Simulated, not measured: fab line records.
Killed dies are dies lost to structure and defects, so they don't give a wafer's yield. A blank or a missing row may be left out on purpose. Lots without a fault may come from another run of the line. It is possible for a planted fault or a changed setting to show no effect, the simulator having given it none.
Which tool is to blame? ; flow gf180mcu ; 39 wafers from 13 lots sampled at 4 of the route's 602 steps

WHAT THE GAUGES READ, wafer by wafer
GF_VT_IMPLANT_RS_MEAS_49: measurement is done with a four-point probe. Usual: MVPSD_RS typically reads 1169 ohm/sq, with standard deviation 3.4.
lot;measured;on;MVPSD_RS (ohm/sq);flag
L694;day 7 15:06;film_metro-04;1166 1168 1166;
L695;day 7 22:25;film_metro-03;1172 1172 1172;
L696;day 8 01:29;film_metro-03;1172 1171 1172;
L697;day 8 10:04;film_metro-03;1170 1169 1167;
L700;day 9 03:42;film_metro-03;1176 1172 1174;
L706;day 10 23:16;film_metro-03;1173 1170 1171;
L707;day 11 05:35;film_metro-04;1170 1171 1172;
L708;day 11 11:55;film_metro-04;1171 1172 1170;
L709;day 11 17:47;film_metro-03;1168 1172 1169;
L710;day 12 00:41;film_metro-04;1164 1163 1166;
L715;day 14 01:46;film_metro-04;1168 1162 1166;
L716;day 14 01:58;film_metro-02;1173 1170 1172;
L717;day 14 06:05;film_metro-04;1163 1163 1162;

GF_DUAL_GATE_OVL_MEAS_11. Usual: DUAL_GATE_OVL typically reads -1.2 nm, with standard deviation 1.4.
lot;measured;on;DUAL_GATE_OVL (nm);flag
L694;day 8 08:56;overlay-02;-1.6 -1.4 0.1;
L695;day 8 17:38;overlay-01;-1.4 -1.9 -0.1;
L696;day 8 22:11;overlay-02;-0.5 -1.3 -1.8;
L697;day 9 03:29;overlay-02;-2.9 -3.4 -2.7;
L700;day 9 23:55;overlay-01;-3.3 -4.3 -1.9;
L706;day 11 18:01;overlay-02;-1.2 -2.3 -0.8;
L707;day 12 02:05;overlay-02;-0.5 -1.1 -1.6;
L708;day 12 10:20;overlay-01;-1.4 -0.7 -1.6;
L709;day 12 14:46;overlay-02;-1.7 -0.4 -0.9;
L710;day 12 20:47;overlay-01;-1.1 -1.4 0.9;
L715;day 15 00:40;overlay-01;1.0 -1.3 0.3;
L716;day 15 01:07;overlay-01;-1.8 -1.3 -0.5;
L717;day 15 05:22;overlay-01;1.7 0.6 0.7;

GF_HV_LDD_OVL_MEAS_20. Usual: HV_LDD_01_OVL typically reads 0.2 nm, with standard deviation 1.4.
lot;measured;on;HV_LDD_01_OVL (nm);flag
L694;day 10 20:02;overlay-01;0.9 0.2 1.4;
L695;day 11 08:20;overlay-01;0.5 2.4 2.2;
L696;day 11 10:50;overlay-01;0.3 -0.3 -0.6;
L697;day 11 15:37;overlay-02;-0.7 -0.9 -0.8;
L700;day 12 13:35;overlay-02;-2.6 -1.0 0.5;
L706;day 14 10:22;overlay-01;0.6 0.0 1.0;
L707;day 15 00:12;overlay-02;0.3 0.5 -1.0;
L708;day 15 06:18;overlay-01;-1.0 1.3 -1.6;
L709;day 15 10:02;overlay-02;0.4 1.9 2.7;
L710;day 15 17:47;overlay-01;0.9 -2.6 -1.6;
L715;day 18 02:05;overlay-02;0.2 0.3 -1.8;
L716;day 18 04:41;overlay-02;-0.2 -0.7 -1.2;
L717;day 18 06:17;overlay-02;1.0 0.9 1.1;

WHICH TOOL RAN EACH LOT (tool, then ch and the chambers of the sampled wafers, then the start)
lot;GF_POLY_GATE_ETCH_13
L694;rie_si-02 ch 0,2, day 9 05:01
L695;rie_si-01 ch 0,2,3, day 9 17:16
L696;rie_si-02 ch 0,1, day 9 19:19
L697;rie_si-01 ch 0,2,3, day 10 01:32
L700;rie_si-02 ch 0,1, day 10 23:35
L706;rie_si-02 ch 1,2,3, day 12 16:13
L707;rie_si-01 ch 1,3, day 13 03:20
L708;rie_si-01 ch 0,1, day 13 10:11
L709;rie_si-01 ch 2,3, day 13 13:56
L710;rie_si-01 ch 1,2, day 13 20:56
L715;rie_si-01 ch 1,2,3, day 16 01:52
L716;rie_si-02 ch 0,1,2, day 16 03:17
L717;rie_si-01 ch 1,2,3, day 16 07:11
- GF_POLY_GATE_ETCH_13: etches poly-Si in HBr/Cl2, stops on SiO2, target depth 198.5 nm, time 69.6 s.

AS READ BY THE TOOLS THEMSELVES (means over the sampled wafers that have a number; for cases with no such wafer, the mark the record gives instead)
GF_POLY_GATE_ETCH_13. Usual: drypump_motor_current_A 5.8 A, standard deviation 0.5; oes_product_au 0.990 a.u., standard deviation 0.0081; run_length_s 97.9 s, standard deviation 0.48; throttle_valve_pct 33.684 %, standard deviation 0.0088.
lot;tool;drypump_motor_current_A (A);oes_product_au (a.u.);run_length_s (s);throttle_valve_pct (%);flag
L694;rie_si-02;6.0;0.983;97.5;33.680;
L695;rie_si-01;5.9;0.997;98.0;33.674;
L696;rie_si-02;5.5;0.988;97.7;33.692;
L697;rie_si-01;5.9;0.987;98.0;33.688;
L700;rie_si-02;5.5;0.976;97.9;33.691;
L706;rie_si-02;6.1;0.950;101.1;33.685;OFF
L707;rie_si-01;5.7;0.993;98.1;33.680;
L708;rie_si-01;5.6;0.989;98.1;33.690;
L709;rie_si-01;5.5;0.995;97.9;33.692;
L710;rie_si-01;5.2;0.992;98.2;33.691;
L715;rie_si-01;5.5;0.995;98.2;33.684;
L716;rie_si-02;5.7;0.989;97.8;33.684;
L717;rie_si-01;5.5;0.993;98.1;33.681;

THE ANSWER, worked out from the rows above alone
Rule: a lot counts as off when the mean over its wafers that have a number is more than 3 standard deviations away from the usual mean. Also off: a lot with no number at a reading for which 4 or more lots have one. Any other lot the step has rows for is counted as sound. After the gauges, taken in route order, come the tools' own readings; for these a lot's mean is taken, as printed above. The first step at which some lot is off is used, and at that step the reading that is off furthest; a lot without a number counts as furthest.
Off: L706, at GF_POLY_GATE_ETCH_13 (run_length_s).
A tool fits if, at that step or a process step before it, it ran every lot that is off, and no sound lot after the first of them. No candidate that was tried fits.

WHAT THE SIMULATOR HAD INSERTED
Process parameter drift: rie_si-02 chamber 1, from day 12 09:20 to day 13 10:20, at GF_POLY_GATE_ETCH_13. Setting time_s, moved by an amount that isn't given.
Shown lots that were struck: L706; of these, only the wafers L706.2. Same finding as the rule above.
